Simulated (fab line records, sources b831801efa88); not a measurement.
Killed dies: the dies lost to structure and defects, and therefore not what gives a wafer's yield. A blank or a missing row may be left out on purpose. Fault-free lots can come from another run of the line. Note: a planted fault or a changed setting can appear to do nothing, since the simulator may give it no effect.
Matching of chambers || flow sky130 || 3 sister chambers for SKY_CONTACT_CVD_00 on pecvd-03
The step deposits Si3N4, target thk 75 nm. 14 wafers are shown with their chamber, then 7 later ones without.

== WAFERS PAIRED WITH THEIR CHAMBERS ==
{"wafer": "L432.2", "chamber": 0, "heater power w (W)": 794}
{"wafer": "L432.3", "chamber": 1, "heater power w (W)": 712}
{"wafer": "L432.6", "chamber": 0, "heater power w (W)": 779}
{"wafer": "L434.2", "chamber": 0, "heater power w (W)": 795}
{"wafer": "L434.4", "chamber": 0, "heater power w (W)": 789}
{"wafer": "L434.5", "chamber": 2, "heater power w (W)": 708}
{"wafer": "L436.3", "chamber": 1, "heater power w (W)": 671}
{"wafer": "L436.4", "chamber": 1, "heater power w (W)": 680}
{"wafer": "L436.5", "chamber": 2, "heater power w (W)": 632}
{"wafer": "L440.4", "chamber": 2, "heater power w (W)": 733}
{"wafer": "L440.5", "chamber": 0, "heater power w (W)": 769}
{"wafer": "L440.6", "chamber": 1, "heater power w (W)": 770}
{"wafer": "L443.1", "chamber": 1, "heater power w (W)": 696}
{"wafer": "L443.2", "chamber": 0, "heater power w (W)": 773}

SIGNATURES, as means of the wafers listed above
{"reading": "heater power w", "chamber 0": 783.17, "chamber 1": 705.80, "chamber 2": 691.00, "scatter within a chamber": 33.4}
Rule: for each reading, subtract the chamber's mean from the wafer's reading, divide by that reading's scatter and square the result; add these up over the readings and take the root, which gives the wafer's distance from the chamber. If the next closest chamber is less than 2 further off than the closest, the wafer can't be placed; otherwise it belongs to the closest. How the scatter is found: for the shown wafers, subtract from each reading the mean of its chamber, square and add these, divide the total by (wafers less chambers), then take the root.

== WAFERS MISSING THEIR CHAMBER ==
{"wafer": "L443.5", "heater power w (W)": 733}
{"wafer": "L447.1", "heater power w (W)": 778}
{"wafer": "L447.5", "heater power w (W)": 710}
{"wafer": "L447.6", "heater power w (W)": 785}
{"wafer": "L452.1", "heater power w (W)": 747}
{"wafer": "L452.3", "heater power w (W)": 652}
{"wafer": "L452.6", "heater power w (W)": 674}

== CHAMBER TAKEN BY EACH ==
{"wafer": "L443.5", "from the rows above": "can't be placed: 1 or 2 or 0", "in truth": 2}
{"wafer": "L447.1", "from the rows above": 0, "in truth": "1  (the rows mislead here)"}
{"wafer": "L447.5", "from the rows above": "can't be placed: 1 or 2", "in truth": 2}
{"wafer": "L447.6", "from the rows above": 0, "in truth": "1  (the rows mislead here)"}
{"wafer": "L452.1", "from the rows above": "can't be placed: 0 or 1 or 2", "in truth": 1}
{"wafer": "L452.3", "from the rows above": "can't be placed: 2 or 1", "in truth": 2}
{"wafer": "L452.6", "from the rows above": "can't be placed: 2 or 1", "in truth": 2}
Correct placement for 0 of the 7. Not placeable from these rows: 5 (in 5, the candidates include the true chamber). Wrongly placed: 2.
